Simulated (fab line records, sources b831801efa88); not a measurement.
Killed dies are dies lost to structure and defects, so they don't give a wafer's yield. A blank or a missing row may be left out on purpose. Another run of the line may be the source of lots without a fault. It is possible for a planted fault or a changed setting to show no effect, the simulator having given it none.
fab line records	flow gf180mcu
record: lots: 12	wafers: 36	lastDay: 34
route steps=602 shown MVSD@74 MVPSD@85 POLY_GATE@168
lots with no fault: from the same line, run without faults
startH: hours from the record's opening day to when the first of the lot's shown wafers began	waitH: time in hours since the lot's previous step	" the same as in the row above	L1.1+2: a row that stands for several wafers	- either no value or no given start	* or withheld: withheld	< > ~ a bound
route shown NAME@n: a module of which the file shows steps, and the number in the route of the first	usual: mean/standard deviation of fault-free wafers	same: alike in all rows	chamber/n: place in a boat	sites: per-site readings	_std_site: how widely they spread, as a standard deviation	_edge_site: the outer-site mean with the inner-site mean subtracted	radiusMm: for every site, how far away it sits from the centre of the wafer	mask NAME#n: copy n	behind: the last tool/chamber to shape the wafer	hold: the reason the lot was held/the length of the hold in hours/how it ended	device: the n, p or np transistor that did not switch	end of line: the same wafers' tests at the end of the route	a step given without rows: its recipe and nothing more	killed: dies that structure and defects cost at the first sort, which is not the same as the wafer's yield	map: per-die view of a wafer (x killed, . not killed, _ where there is no die)
set.NAME: setting as actually run; set.NAME@STEP: the setting as run at that earlier step	model.NAME: the simulator's own value behind a step, which no gauge read
one table for each step of the route and one row for each wafer, over a sample of lots
services: from which hour (startH, from the record's first day; less than 0 if before it) a tool's chamber was out of use, for how many hours, and why
== steps ==
step: GF_MVSD_IMPLANT_08
recipe: species: P	energyKev: 400	doseCm2: 1.6e+13	tiltDeg: 0
usual: doseIonsCm2: 1.5998e+13/2.1e+10	faradayCurrentUA: 90.2/1.8	tiltDeg: -0.001/0.019
lot.wafer	tool	chamber	startH	waitH	doseIonsCm2	faradayCurrentUA	tiltDeg
L148.1	implanter-04	0	87.44	0.0	1.5993e+13	91.1	0.030
L148.2	"	0	"	"	1.6017e+13	91.0	0.023
L148.3	"	0	"	"	1.5975e+13	92.9	0.036
L149.1	implanter-02	0	97.39	0.0	1.5997e+13	92.1	-0.009
L149.3	"	0	"	"	1.6005e+13	91.7	0.003
L149.5	"	0	"	"	1.5978e+13	89.8	0.007
L150.2	implanter-02	0	102.60	0.0	1.6015e+13	90.6	0.020
L150.3	"	0	"	"	1.5997e+13	90.1	-0.008
L150.5	"	0	"	"	1.5995e+13	89.7	-0.009
L153.1	implanter-04	0	120.72	0.0	1.6003e+13	91.7	0.001
L153.2	"	0	"	"	1.5984e+13	89.2	-0.007
L153.5	"	0	"	"	1.5994e+13	91.0	0.008
L155.3	implanter-04	0	131.08	0.1	1.6011e+13	89.0	-0.013
L155.4	"	0	"	"	1.5985e+13	90.3	-0.015
L155.5	"	0	"	"	1.6017e+13	88.2	0.005
L160.1	implanter-04	0	159.02	0.0	1.1437e+13	61.3	0.025
L160.5	"	0	"	"	1.1422e+13	64.2	0.017
L160.6	"	0	"	"	1.145e+13	64.4	-0.008
L161.1	implanter-04	0	166.09	0.0	1.1408e+13	64.1	0.016
L161.2	"	0	"	"	1.1396e+13	64.3	-0.023
L161.4	"	0	"	"	1.1439e+13	62.7	0.001
L163.1	implanter-01	0	175.82	0.0	1.6009e+13	90.3	-0.001
L163.4	"	0	"	"	1.5999e+13	90.3	-0.018
L163.6	"	0	"	"	1.5982e+13	87.2	0.010
L164.2	implanter-01	0	182.20	0.0	1.5979e+13	89.3	-0.004
L164.3	"	0	"	"	1.6048e+13	90.9	-0.011
L164.6	"	0	"	"	1.6016e+13	90.7	-0.022
L165.1	implanter-02	0	186.34	0.0	1.6011e+13	91.8	0.003
L165.3	"	0	"	"	1.6004e+13	88.7	-0.050
L165.6	"	0	"	"	1.6036e+13	90.1	-0.059
L166.1	implanter-01	0	193.32	0.0	1.5998e+13	90.1	-0.016
L166.2	"	0	"	"	1.5999e+13	89.0	-0.004
L166.5	"	0	"	"	1.5985e+13	93.2	-0.027
L168.1	implanter-02	0	205.97	0.0	1.5993e+13	91.6	-0.003
L168.5	"	0	"	"	1.6003e+13	88.8	-0.003
L168.6	"	0	"	"	1.6007e+13	92.4	-0.011
step: GF_MVSD_TW_MEAS_11
usual: MVSD_TW: 1589/12
lot.wafer	tool	chamber	startH	waitH	MVSD_TW
L148.1	filmMetro-04	-	87.84	0.1	1598
L148.2	"	-	"	"	1603
L148.3	"	-	"	"	1603
L149.1	filmMetro-03	-	97.79	0.1	1580
L149.3	"	-	"	"	1580
L149.5	"	-	"	"	1573
L150.2	filmMetro-02	-	102.98	0.1	1580
L150.3	"	-	"	"	1588
L150.5	"	-	"	"	1577
L153.1	filmMetro-04	-	121.12	0.1	1597
L153.2	"	-	"	"	1596
L153.5	"	-	"	"	1600
L155.3	filmMetro-03	-	131.45	0.1	1581
L155.4	"	-	"	"	1580
L155.5	"	-	"	"	1586
L160.1	filmMetro-02	-	159.42	0.1	1449
L160.5	"	-	"	"	1436
L160.6	"	-	"	"	1452
L161.1	filmMetro-03	-	166.49	0.1	1436
L161.2	"	-	"	"	1442
L161.4	"	-	"	"	1444
L163.1	filmMetro-02	-	176.22	0.1	1583
L163.4	"	-	"	"	1577
L163.6	"	-	"	"	1583
L164.2	filmMetro-02	-	182.58	0.1	1573
L164.3	"	-	"	"	1583
L164.6	"	-	"	"	1589
L165.1	filmMetro-04	-	186.74	0.1	1599
L165.3	"	-	"	"	1598
L165.6	"	-	"	"	1601
L166.1	filmMetro-03	-	193.72	0.1	1579
L166.2	"	-	"	"	1581
L166.5	"	-	"	"	1588
L168.1	filmMetro-04	-	206.37	0.1	1593
L168.5	"	-	"	"	1590
L168.6	"	-	"	"	1588
step: GF_MVPSD_OVL_MEAS_07
usual: MVPSD_OVL: 0.1/1.3
lot.wafer	tool	chamber	startH	waitH	MVPSD_OVL[nm]
L148.1	overlay-02	-	101.64	-	-0.8
L148.2	"	-	"	"	-1.3
L148.3	"	-	"	"	1.0
L149.1	overlay-01	-	111.79	-	1.4
L149.3	"	-	"	"	1.2
L149.5	"	-	"	"	1.3
L150.2	overlay-01	-	117.51	-	-1.2
L150.3	"	-	"	"	-0.3
L150.5	"	-	"	"	-1.0
L153.1	overlay-02	-	135.99	-	0.4
L153.2	"	-	"	"	1.4
L153.5	"	-	"	"	0.5
L155.3	overlay-01	-	146.45	-	1.6
L155.4	"	-	"	"	1.9
L155.5	"	-	"	"	1.9
L160.1	overlay-02	-	175.99	-	-0.2
L160.5	"	-	"	"	-0.2
L160.6	"	-	"	"	-0.1
L161.1	overlay-02	-	182.49	-	-2.3
L161.2	"	-	"	"	-1.1
L161.4	"	-	"	"	0.9
L163.1	overlay-02	-	192.56	-	0.3
L163.4	"	-	"	"	0.7
L163.6	"	-	"	"	0.5
L164.2	overlay-02	-	198.99	-	1.4
L164.3	"	-	"	"	0.5
L164.6	"	-	"	"	1.1
L165.1	overlay-01	-	204.01	-	0.3
L165.3	"	-	"	"	0.0
L165.6	"	-	"	"	0.7
L166.1	overlay-01	-	211.39	-	1.1
L166.2	"	-	"	"	2.0
L166.5	"	-	"	"	0.0
L168.1	overlay-01	-	223.69	-	0.1
L168.5	"	-	"	"	-1.1
L168.6	"	-	"	"	1.2
step: GF_VT_IMPLANT_RS_MEAS_46
recipe: thkMeasGauge: four-point-probe
usual: MVSD_RS: 456.4/1
lot.wafer	tool	chamber	startH	waitH	MVSD_RS[ohm/sq]
L148.1	filmMetro-03	-	163.65	0.1	457.6
L148.2	"	-	"	"	456.9
L148.3	"	-	"	"	458.3
L149.1	filmMetro-04	-	175.19	0.1	456.6
L149.3	"	-	"	"	456.0
L149.5	"	-	"	"	456.7
L150.2	filmMetro-04	-	180.82	0.1	456.4
L150.3	"	-	"	"	456.3
L150.5	"	-	"	"	456.9
L153.1	filmMetro-02	-	201.89	0.1	456.3
L153.2	"	-	"	"	456.5
L153.5	"	-	"	"	456.2
L155.3	filmMetro-03	-	214.39	0.1	457.3
L155.4	"	-	"	"	457.0
L155.5	"	-	"	"	454.7
L160.1	filmMetro-03	-	247.39	0.1	539.4
L160.5	"	-	"	"	538.3
L160.6	"	-	"	"	539.0
L161.1	filmMetro-02	-	255.84	0.1	539.5
L161.2	"	-	"	"	539.4
L161.4	"	-	"	"	540.3
L163.1	filmMetro-02	-	266.75	0.1	457.6
L163.4	"	-	"	"	457.8
L163.6	"	-	"	"	458.5
L164.2	filmMetro-02	-	273.51	0.1	456.4
L164.3	"	-	"	"	456.8
L164.6	"	-	"	"	456.4
L165.1	filmMetro-02	-	277.91	0.1	454.7
L165.3	"	-	"	"	454.6
L165.6	"	-	"	"	455.3
L166.1	filmMetro-02	-	287.13	0.1	457.5
L166.2	"	-	"	"	455.8
L166.5	"	-	"	"	456.6
L168.1	filmMetro-04	-	302.13	0.1	456.6
L168.5	"	-	"	"	456.7
L168.6	"	-	"	"	456.7
step: GF_POLY_GATE_OVL_MEAS_11
usual: POLY_GATE_OVL: -5/5
lot.wafer	tool	chamber	startH	waitH	POLY_GATE_OVL[nm]
L148.1	overlay-01	-	204.56	0.1	-8
L148.2	"	-	"	"	-9
L148.3	"	-	"	"	-11
L149.1	overlay-01	-	214.96	0.1	-6
L149.3	"	-	"	"	-3
L149.5	"	-	"	"	-10
L150.2	overlay-01	-	223.12	0.1	-6
L150.3	"	-	"	"	-6
L150.5	"	-	"	"	1
L153.1	overlay-02	-	244.80	0.1	-6
L153.2	"	-	"	"	-9
L153.5	"	-	"	"	-19
L155.3	overlay-02	-	257.37	0.1	-2
L155.4	"	-	"	"	-4
L155.5	"	-	"	"	-4
L160.1	overlay-01	-	292.36	0.1	-10
L160.5	"	-	"	"	-11
L160.6	"	-	"	"	-11
L161.1	overlay-02	-	302.86	0.1	-4
L161.2	"	-	"	"	-6
L161.4	"	-	"	"	-7
L163.1	overlay-02	-	312.66	0.1	-7
L163.4	"	-	"	"	-6
L163.6	"	-	"	"	-5
L164.2	overlay-02	-	321.29	0.1	-1
L164.3	"	-	"	"	1
L164.6	"	-	"	"	-8
L165.1	overlay-01	-	325.35	0.1	-1
L165.3	"	-	"	"	-2
L165.6	"	-	"	"	-4
L166.1	overlay-02	-	335.97	0.1	-11
L166.2	"	-	"	"	-6
L166.5	"	-	"	"	-12
L168.1	overlay-01	-	350.61	0.1	1
L168.5	"	-	"	"	-4
L168.6	"	-	"	"	-1
step: GF_POLY_GATE_STRIP_14
recipe: chemistry: O2/N2	powerW: 1400	pressureMtorr: 1500	platenTempC: 250	o2FlowSccm: 3000	n2FlowSccm: 300	overashFraction: 0.5
usual: drypumpMotorCurrentA: 5.9/0.48	heaterPowerW: 328/25	oesProductAu: 0.505/0.0047
lot.wafer	tool	chamber	startH	waitH	drypumpMotorCurrentA	heaterPowerW	oesProductAu	rfHoursCounterH
L148.1	plasmaAsher-02	0	204.70	0.0	6.2	340	0.506	10
L148.2	"	1	"	"	5.2	318	0.509	10
L148.3	"	1	"	"	5.2	325	0.505	-
L149.1	plasmaAsher-02	1	215.10	0.0	5.2	322	0.503	12
L149.3	"	1	"	"	5.2	319	0.504	-
L149.5	"	0	"	"	6.2	345	0.506	-
L150.2	plasmaAsher-03	0	223.25	0.0	6.1	378	0.499	61
L150.3	"	1	"	"	5.5	346	0.506	-
L150.5	"	0	"	"	6.1	373	0.516	-
L153.1	plasmaAsher-03	1	244.95	0.0	5.5	348	0.504	63
L153.2	"	0	"	"	6.1	363	0.496	63
L153.5	"	0	"	"	6.1	374	0.505	-
L155.3	plasmaAsher-02	0	257.53	0.1	6.2	350	0.509	-
L155.4	"	1	"	"	5.2	315	0.508	-
L155.5	"	0	"	"	6.2	346	0.513	-
L160.1	plasmaAsher-04	1	292.50	0.0	6.6	286	0.514	47
L160.5	"	1	"	"	6.6	291	0.505	-
L160.6	"	0	"	"	5.8	326	0.508	-
L161.1	plasmaAsher-04	0	303.00	0.0	5.9	326	0.503	48
L161.2	"	1	"	"	6.6	286	0.506	48
L161.4	"	1	"	"	6.6	291	0.513	-
L163.1	plasmaAsher-02	0	312.80	0.0	6.2	348	0.506	21
L163.4	"	0	"	"	6.2	341	0.507	-
L163.6	"	0	"	"	6.2	339	0.504	-
L164.2	plasmaAsher-04	0	321.42	0.0	5.8	325	0.506	49
L164.3	"	1	"	"	6.6	290	0.511	-
L164.6	"	1	"	"	6.6	299	0.505	-
L165.1	plasmaAsher-04	1	325.50	0.0	6.6	283	0.506	50
L165.3	"	0	"	"	5.9	322	0.506	-
L165.6	"	0	"	"	5.8	330	0.497	-
L166.1	plasmaAsher-02	1	336.12	0.0	5.2	317	0.506	23
L166.2	"	0	"	"	6.2	346	0.509	23
L166.5	"	0	"	"	6.2	351	0.504	-
L168.1	plasmaAsher-02	1	350.75	0.0	5.2	318	0.510	26
L168.5	"	1	"	"	5.2	312	0.511	-
L168.6	"	0	"	"	6.2	347	0.497	-
== services ==
tool	chamber	startH	hours	kind
implanter-01	-	68.80	3.6	repair
plasmaAsher-04	-	99.45	0.5	repair
plasmaAsher-02	-	108.75	9.0	pm
plasmaAsher-02	0	108.75	10.6	ventCycle
plasmaAsher-02	1	108.75	10.6	ventCycle
plasmaAsher-02	-	114.79	4.6	repair
plasmaAsher-02	0	117.75	-	clean
plasmaAsher-02	1	117.75	-	clean
implanter-01	-	120.02	7.5	repair
plasmaAsher-02	-	124.48	2.1	repair
implanter-01	-	126.25	1.5	repair
plasmaAsher-04	-	154.96	24.9	repair
implanter-04	-	174.74	4.8	pm
implanter-02	-	177.55	5.1	pm
plasmaAsher-04	-	179.90	15.6	pm
implanter-04	-	181.69	2.8	repair
plasmaAsher-03	-	192.46	4.5	repair
plasmaAsher-02	-	238.25	0.7	repair
plasmaAsher-04	-	279.06	2.9	repair
implanter-02	-	286.46	18.5	pm
plasmaAsher-02	-	307.55	3.5	repair
implanter-01	-	313.60	5.6	pm
plasmaAsher-03	-	329.96	28.1	pm
== key ==
firstSign: step: GF_MVSD_IMPLANT_08	reading: doseIonsCm2	direction: down	sigmas: 99+	usual: 1.5998e+13	struck: 1.1425e+13
effect: step: GF_MVSD_IMPLANT_08	reading: faradayCurrentUA	direction: down	sigmas: 15	usual: 90.2	struck: 63.5
effect: step: GF_MVSD_TW_MEAS_11	reading: MVSD_TW	direction: down	sigmas: 12	usual: 1589	struck: 1443
effect: step: GF_VT_IMPLANT_RS_MEAS_46	reading: MVSD_RS	direction: up	sigmas: 82	usual: 456.4	struck: 539.3
metAt GF_MVSD_IMPLANT_08
struckLots L160,L161
testerLeftOut L160,L161
notActingAt GF_MVPSD_OVL_MEAS_07,GF_POLY_GATE_OVL_MEAS_11,GF_POLY_GATE_STRIP_14
onsetBetween 131.08 159.02
fault: kind: processParameterDrift	tool: implanter-04	chamber: -	onsetH: 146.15	steps: GF_MVSD_IMPLANT_08	channel: doseCm2	offset: -4.5644e+12	shape: step	endH: 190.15	actsIn: theseRecipesOnly	stated: 1.6e+13
testerLeftOut: of these lots the tester's yield and bins aren't shown, on N5 and GAA mostly nor the transistor test; their killed dies are dies lost to structure and defects alone, not to doping, threshold or leakage, so they don't give the yield
